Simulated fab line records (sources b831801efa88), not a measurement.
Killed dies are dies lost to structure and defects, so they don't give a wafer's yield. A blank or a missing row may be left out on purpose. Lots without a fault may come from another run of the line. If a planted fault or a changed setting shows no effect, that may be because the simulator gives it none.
Which of the tools did it? || flow gf180mcu || 7 lots, 21 wafers sampled, at 2 steps of a route of 602

== WHAT EACH GAUGE READ, for each wafer ==
GF_M5_CD_MEAS_07: the cd target is 280 nm.
{"lot": "L651", "measured": "day 26 22:04", "on": "cd_sem-01", "cd_nm (nm)": "281.0 279.0 280.4"}
{"lot": "L652", "measured": "day 27 19:10", "on": "cd_sem-02", "cd_nm (nm)": "280.4 281.0 278.9"}
{"lot": "L658", "measured": "day 29 08:38", "on": "cd_sem-01", "cd_nm (nm)": "280.4 280.3 280.1"}
{"lot": "L660", "measured": "day 30 00:22", "on": "cd_sem-01", "cd_nm (nm)": "280.1 280.8 281.0"}
{"lot": "L668", "measured": "day 32 00:56", "on": "cd_sem-02", "cd_nm (nm)": "281.2 280.9 281.3"}
{"lot": "L670", "measured": "day 32 11:23", "on": "cd_sem-01", "cd_nm (nm)": "279.4 279.0 279.0"}
{"lot": "L672", "measured": "day 32 20:28", "on": "cd_sem-01", "cd_nm (nm)": "278.6 277.8 277.8"}

== WHAT TOOL EACH LOT RAN ON (gives the tool, then ch and the chambers of the sampled wafers, and finally the start) ==
{"lot": "L651", "GF_MIM_STRIP_20": "plasma_asher-02 ch 0,1, day 26 01:07"}
{"lot": "L652", "GF_MIM_STRIP_20": "plasma_asher-01 ch 0,1, day 26 22:26"}
{"lot": "L658", "GF_MIM_STRIP_20": "plasma_asher-02 ch 0, day 28 12:54"}
{"lot": "L660", "GF_MIM_STRIP_20": "plasma_asher-01 ch 0, day 29 04:54"}
{"lot": "L668", "GF_MIM_STRIP_20": "plasma_asher-02 ch 0,1, day 31 07:21"}
{"lot": "L670", "GF_MIM_STRIP_20": "plasma_asher-01 ch 0,1, day 31 17:46"}
{"lot": "L672", "GF_MIM_STRIP_20": "plasma_asher-03 ch 0,1, day 32 03:52"}
- GF_MIM_STRIP_20: strips in O2/N2.

== THE ANSWER, worked out from the rows above alone ==
Rule: usual is defined by the lots themselves. The widest of any qualifying gaps counts: lots, ordered by their means at a reading, are off when they make up no more than a third of the lots, leave a main group of 4 or more, and stand apart from it by 3 or more times the standard deviation of that group's means. If all means in a main group match to the digits the tables above print for the reading, that group is not used. A lot without any number at a reading at which 4 lots or more have one is off too. Where the step has rows for the other lots, those lots are counted as sound.
Nothing can be told from this: no lot is off at any reading shown.

== WHAT THE SIMULATOR PUT IN ==
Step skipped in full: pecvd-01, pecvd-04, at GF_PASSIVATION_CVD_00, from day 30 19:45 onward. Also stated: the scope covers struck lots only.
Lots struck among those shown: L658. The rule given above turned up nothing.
